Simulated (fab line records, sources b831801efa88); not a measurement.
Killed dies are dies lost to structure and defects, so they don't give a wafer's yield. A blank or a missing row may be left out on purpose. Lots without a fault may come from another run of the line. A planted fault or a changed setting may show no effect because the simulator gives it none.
Split-lot experiment | flow sfq_line | 5 lots, 23 wafers read, on a route of 325 steps

THE SPLIT
At SFQ_TRILAYER_M8_DEP_EVAP_197 (material Ti, target thk 20 nm, time 100 s), the setting time_s was moved away from the recipe's 100 s on 9 of the 23 wafers read, by -4.8% to +8.9%. The other wafers ran this setting at the recipe's value.

The reading is taken at the split's own step.

THE READING
Ti_of_TRILAYER_M8_DEP_EVAP_197.thk_nm (the simulator's own value, which no gauge read), in nm, at SFQ_TRILAYER_M8_DEP_EVAP_197 (material Ti, target thk 20 nm, time 100 s). The file gives no usual value for it. The 14 wafers here that ran the recipe average 20.03 nm, standard deviation 0.2 nm.

wafer  | tool, chamber at the split | time_s as run, s | against the recipe | Ti_of_TRILAYER_M8_DEP_EVAP_197.thk_nm, nm | against lot-mates on the recipe
L074.1 | pvd_sputter-02, -          | 108.9            | +8.9%              | 21.64                                     | +1.60
L074.2 | pvd_sputter-02, -          | 108.9            | +8.9%              | 21.61                                     | +1.57
L074.3 | pvd_sputter-02, -          | 100              | recipe             | 19.99                                     | -
L074.4 | pvd_sputter-02, -          | 100              | recipe             | 20.22                                     | -
L074.6 | pvd_sputter-02, -          | 100              | recipe             | 19.91                                     | -
L076.1 | pvd_sputter-02, -          | 100              | recipe             | 20.23                                     | -
L076.2 | pvd_sputter-02, -          | 100              | recipe             | 20.22                                     | -
L076.3 | pvd_sputter-02, -          | 105.4            | +5.4%              | 21.45                                     | +1.21
L076.5 | pvd_sputter-02, -          | 105.4            | +5.4%              | 21.14                                     | +0.90
L076.6 | pvd_sputter-02, -          | 100              | recipe             | 20.28                                     | -
L080.1 | pvd_sputter-02, -          | 100              | recipe             | 20.02                                     | -
L080.2 | pvd_sputter-02, -          | 104.3            | +4.3%              | 20.63                                     | +0.83
L080.3 | pvd_sputter-02, -          | 100              | recipe             | 19.71                                     | -
L080.4 | pvd_sputter-02, -          | 100              | recipe             | 19.68                                     | -
L080.5 | pvd_sputter-02, -          | 104.3            | +4.3%              | 20.71                                     | +0.91
L081.1 | pvd_sputter-01, -          | 95.15            | -4.8%              | 19                                        | -1.13
L081.2 | pvd_sputter-01, -          | 100              | recipe             | 20.17                                     | -
L081.4 | pvd_sputter-01, -          | 95.15            | -4.8%              | 18.8                                      | -1.33
L081.5 | pvd_sputter-01, -          | 100              | recipe             | 20.09                                     | -
L081.6 | pvd_sputter-01, -          | 95.15            | -4.8%              | 19.12                                     | -1.01
L082.1 | pvd_sputter-02, -          | 100              | recipe             | 19.92                                     | -
L082.2 | pvd_sputter-02, -          | 100              | recipe             | 19.75                                     | -
L082.4 | pvd_sputter-02, -          | 100              | recipe             | 20.17                                     | -

THE FIT
A straight line over all 23 wafers: Ti_of_TRILAYER_M8_DEP_EVAP_197.thk_nm changes by +0.196 nm for each +1% of time_s; r = +0.96; the points scatter about the line by 0.2 nm.
The same after taking each lot's own level away (the mean of its wafers on the recipe; 23 wafers): +0.2 nm for each +1%; r = +0.98; scatter 0.15 nm.
On that fit, the largest move of time_s shifts the reading by 1.8 nm.
The lots' own levels span 19.803 to 20.243 nm, that is 2.2 times the standard deviation above.
So the lot-to-lot level changes the slope little: the two slopes agree.
Check: with one of the wafers moved furthest among these (+8.9%) left out of the fit, the line predicts +1.78 nm for it against its lot-mates. It came out at +1.6 nm against them.

OTHER SPLITS ON THESE WAFERS
These wafers also went through other splits before the reading. Each is held against what the fit with the lots' levels taken away leaves over:
other split on the same wafers                    | wafers away from the commonest value | r with Ti_of_TRILAYER_M8_DEP_EVAP_197.thk_nm (lot level and that fit taken away)
SFQ_TRILAYER_I6_VIA_BARC_OPEN_VIA_ETCH_235 time_s | 5                                    | +0.08
SFQ_TRILAYER_M7_DEP_SPUTTER_175 power_w           | 9                                    | -0.22
SFQ_TRILAYER_M7_LITHO_COAT_182 resist_thk_nm      | 6                                    | +0.19
SFQ_TRILAYER_I7_VIA_LITHO_COAT_192 resist_thk_nm  | 5                                    | +0.11
SFQ_TRILAYER_I7_VIA_BARC_OPEN_VIA_ETCH_260 time_s | 10                                   | -0.20

THE FILE'S OWN FIT
Ti_of_TRILAYER_M8_DEP_EVAP_197.thk_nm changes by +0.193 nm for each +1% of time_s, r = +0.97.
